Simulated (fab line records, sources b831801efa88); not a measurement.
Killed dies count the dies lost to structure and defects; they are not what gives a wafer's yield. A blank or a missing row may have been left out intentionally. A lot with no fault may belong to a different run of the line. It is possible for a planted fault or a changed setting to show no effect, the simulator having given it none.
Which tool is to blame? || flow gf180mcu || 37 wafers from 13 lots sampled at 2 of the route's 602 steps

WHAT EACH GAUGE READ, for each wafer
GF_V2_RS_MEAS_24: measurement is done with a four-point probe. Usual: for V2_W_RS the level is 0.326 ohm/sq and the standard deviation is 0.0054.
{"lot": "L785", "measured": "day 20 03:05", "on": "filmMetro-03", "V2_W_RS (ohm/sq)": "0.316 0.329 0.316", "flag": ""}
{"lot": "L786", "measured": "day 20 13:31", "on": "filmMetro-02", "V2_W_RS (ohm/sq)": "0.318 0.333 0.317", "flag": ""}
{"lot": "L789", "measured": "day 21 19:12", "on": "filmMetro-04", "V2_W_RS (ohm/sq)": "0.325 0.332 0.327", "flag": ""}
{"lot": "L790", "measured": "day 22 05:44", "on": "filmMetro-02", "V2_W_RS (ohm/sq)": "0.327 0.334 0.317", "flag": ""}
{"lot": "L791", "measured": "day 22 14:29", "on": "filmMetro-03", "V2_W_RS (ohm/sq)": "0.332 0.328 0.325", "flag": ""}
{"lot": "L793", "measured": "day 23 07:44", "on": "filmMetro-02", "V2_W_RS (ohm/sq)": "0.325 0.324 0.327", "flag": ""}
{"lot": "L794", "measured": "day 23 18:15", "on": "filmMetro-04", "V2_W_RS (ohm/sq)": "0.328 0.327 0.328", "flag": ""}
{"lot": "L795", "measured": "day 24 01:28", "on": "filmMetro-02", "V2_W_RS (ohm/sq)": "0.325 0.324 0.315", "flag": ""}
{"lot": "L801", "measured": "day 25 22:56", "on": "filmMetro-03", "V2_W_RS (ohm/sq)": "0.329 0.315 0.325", "flag": ""}
{"lot": "L803", "measured": "day 26 12:55", "on": "filmMetro-04", "V2_W_RS (ohm/sq)": "0.332 0.330", "flag": ""}
{"lot": "L804", "measured": "day 27 07:52", "on": "filmMetro-02", "V2_W_RS (ohm/sq)": "0.325 0.330", "flag": ""}
{"lot": "L807", "measured": "day 27 15:42", "on": "filmMetro-03", "V2_W_RS (ohm/sq)": "0.325 0.325 0.326", "flag": ""}
{"lot": "L806", "measured": "day 27 17:08", "on": "filmMetro-02", "V2_W_RS (ohm/sq)": "0.325 0.329 0.328", "flag": ""}

GF_V3_OVL_MEAS_15. Usual: for V3_OVL the level is 2 nm and the standard deviation is 5.7.
{"lot": "L785", "measured": "day 22 04:22", "on": "overlay-01", "V3_OVL (nm)": "0 2 8", "flag": ""}
{"lot": "L786", "measured": "day 22 15:11", "on": "overlay-01", "V3_OVL (nm)": "6 4 8", "flag": ""}
{"lot": "L789", "measured": "day 23 17:59", "on": "overlay-01", "V3_OVL (nm)": "-6 -1 -8", "flag": ""}
{"lot": "L790", "measured": "day 24 05:53", "on": "overlay-02", "V3_OVL (nm)": "10 5 7", "flag": ""}
{"lot": "L791", "measured": "day 24 13:20", "on": "overlay-02", "V3_OVL (nm)": "9 6 7", "flag": ""}
{"lot": "L793", "measured": "day 25 06:10", "on": "overlay-02", "V3_OVL (nm)": "-3 -3 -11", "flag": ""}
{"lot": "L794", "measured": "day 25 15:38", "on": "overlay-02", "V3_OVL (nm)": "13 1 1", "flag": ""}
{"lot": "L795", "measured": "day 25 22:48", "on": "overlay-01", "V3_OVL (nm)": "10 6 9", "flag": ""}
{"lot": "L801", "measured": "day 27 17:19", "on": "overlay-02", "V3_OVL (nm)": "1 2 12", "flag": ""}
{"lot": "L803", "measured": "day 28 06:56", "on": "overlay-02", "V3_OVL (nm)": "0 3", "flag": ""}
{"lot": "L804", "measured": "day 29 01:41", "on": "overlay-01", "V3_OVL (nm)": "-12 -4", "flag": ""}
{"lot": "L807", "measured": "day 29 08:50", "on": "overlay-01", "V3_OVL (nm)": "11 6 3", "flag": ""}
{"lot": "L806", "measured": "day 29 09:48", "on": "overlay-02", "V3_OVL (nm)": "5 0 7", "flag": ""}

WHICH TOOL RAN EACH LOT (tool, then ch and the chambers of the sampled wafers, then the start)
Record: no process step prior to these readings.

WHAT THE TOOLS THEMSELVES READ (means of the sampled wafers that have a number; where no wafer has one, the mark that the record gives instead)
The record holds no such reading with a usual standard deviation.

THE ANSWER, worked out from the rows above alone
Rule: a lot is off if the mean of its wafers that have a number lies more than 3 standard deviations from the usual mean. Also off: a lot with no number at a reading for which 4 or more lots have one. Any other lot the step has rows for is counted as sound. First the gauges in route order, then the tools' own readings, where a lot's mean is used as printed above. The first step at which some lot is off is used, and at that step the reading that is off furthest; a lot without a number counts as furthest.
No lot is off on any of the readings shown, so nothing can be concluded from this.

WHAT WAS PUT IN BY THE SIMULATOR
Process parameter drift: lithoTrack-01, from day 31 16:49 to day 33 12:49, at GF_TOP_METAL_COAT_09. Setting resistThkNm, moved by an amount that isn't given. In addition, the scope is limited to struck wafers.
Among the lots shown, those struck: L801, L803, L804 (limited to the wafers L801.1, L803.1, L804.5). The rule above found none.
